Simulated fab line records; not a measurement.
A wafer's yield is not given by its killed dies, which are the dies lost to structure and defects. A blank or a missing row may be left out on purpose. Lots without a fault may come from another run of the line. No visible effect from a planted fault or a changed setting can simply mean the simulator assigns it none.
A struck lot beside a sound one ; flow sky130 ; 15 steps out of a route of 708
Sound: these wafers, L619.3, L619.4, L619.6. Wafers L624.2, L624.3, L624.5 were the ones struck. At the end, the cause is stated.
Each step with rows lists, per side, the tool, then ch with its chambers, then its first start. Under that, the readings that differ: sound wafers ; struck wafers ; difference of the means ; sigmas: that difference in standard deviations of wafers without a fault.
alike: same words and numbers on both sides, and readings whose means sit less than 2 such deviations apart. not compared: any withheld reading, any reading some wafer has no value for, any bound like >300 that may hide the same value, and any number with overlapping values for which the record gives no deviation.
Wherever a step has rows on one side only, a row that says differs or no value, or a row with sigmas, the two part there. When numbers do not overlap yet have no deviation, they are printed without sigmas and do not part them. Lack of a reading on every wafer of one side parts them only where that side has two or more wafers.

first, 1 step without rows for these wafers: SKY_GATE_OXIDE_OXIDATION_01 (stabilise 600 s, purge 300 s, target thk 10.268 nm).
SKY_GATE_OXIDE_THK_MEAS_02:
  sound: film-metro-03 at day 16 07:28; struck: film-metro-03 at day 18 01:56
  alike: GATE_OXIDE_OXIDATION_00_THK
then, 7 steps without rows for these wafers: SKY_GATE_OXIDE_DEHYDRATE_03 (time 60 s); SKY_GATE_OXIDE_HMDS_04 (prime time 60 s); SKY_GATE_OXIDE_COAT_05 (resist thk 1140 nm); SKY_GATE_OXIDE_SOFTBAKE_06 (time 60 s); SKY_GATE_OXIDE_EXPOSE_07 (exposes mask LVOM, target cd 600 nm); SKY_GATE_OXIDE_PEB_08; SKY_GATE_OXIDE_DEVELOP_09 (develop time 60 s).
SKY_GATE_OXIDE_OVL_MEAS_10:
  sound: overlay-02 at day 17 11:11; struck: overlay-01 at day 19 08:23
  alike: GATE_OXIDE_OVL
then, 2 steps without rows for these wafers: SKY_GATE_OXIDE_IMPLANT_11; SKY_GATE_OXIDE_WET_ETCH_12 (etches SiO2 in dHF, target depth 16.8 nm, time 336 s).
SKY_GATE_OXIDE_STRIP_13: strips in O2/N2.
  sound on plasma-asher-04 ch 0,1, day 17 11:31; struck on plasma-asher-01 ch 0,1, day 19 08:40
  no value came back on the struck wafers for chamber-pressure-mTorr (mTorr), drypump-motor-current-A (A), oes-product-au (a.u.), strip-time-to-endpoint-s (s); on the sound wafers chamber-pressure-mTorr (mTorr) reads 1501 1499 1499
reading;sound;struck;difference;sigmas
model.NOVOLAK_of_GATE_OXIDE_COAT_05.thk-nm (nm);0 0 0;1136 1138 1137;+1137;
  not compared: rf-hours-counter-h
SKY_GATE_OXIDE_TW_MEAS_14:
  sound: film-metro-04 at day 17 11:36; struck: film-metro-03 at day 19 08:47
reading;sound;struck;difference;sigmas
GATE_OXIDE_TW;225.4 225.5 224.2;219.0 219.1 219.4;-5.9;-3
-- a jump in the record: the struck wafers' starts before and after are 30 days apart (it breaks off in module GATE_OXIDE and resumes in module PAD_OPEN, where the first step shown is number 708 of the route) --
SKY_PAD_OPEN_PROBE_99:
  sound: prober-02 at day 48 04:12; struck: prober-01 at day 49 06:58
reading;sound;struck;difference;sigmas
killed-at-front-end;28 21 15;424 413 424;+399;+89
killed-dies;109 95 104;492 492 492;+389;+41
killed-on-rim;24 19 16;96 96 96;+76;+20
  alike: killed_at_M0_to_M3, killed_at_M4_up, killed-at-contacts, killed-at-other, killed-open, killed-short

== WHERE THEY PART ==
Earliest at SKY_GATE_OXIDE_STRIP_13; latest, in this record, at SKY_PAD_OPEN_PROBE_99.

WHY: the cause the simulator had injected
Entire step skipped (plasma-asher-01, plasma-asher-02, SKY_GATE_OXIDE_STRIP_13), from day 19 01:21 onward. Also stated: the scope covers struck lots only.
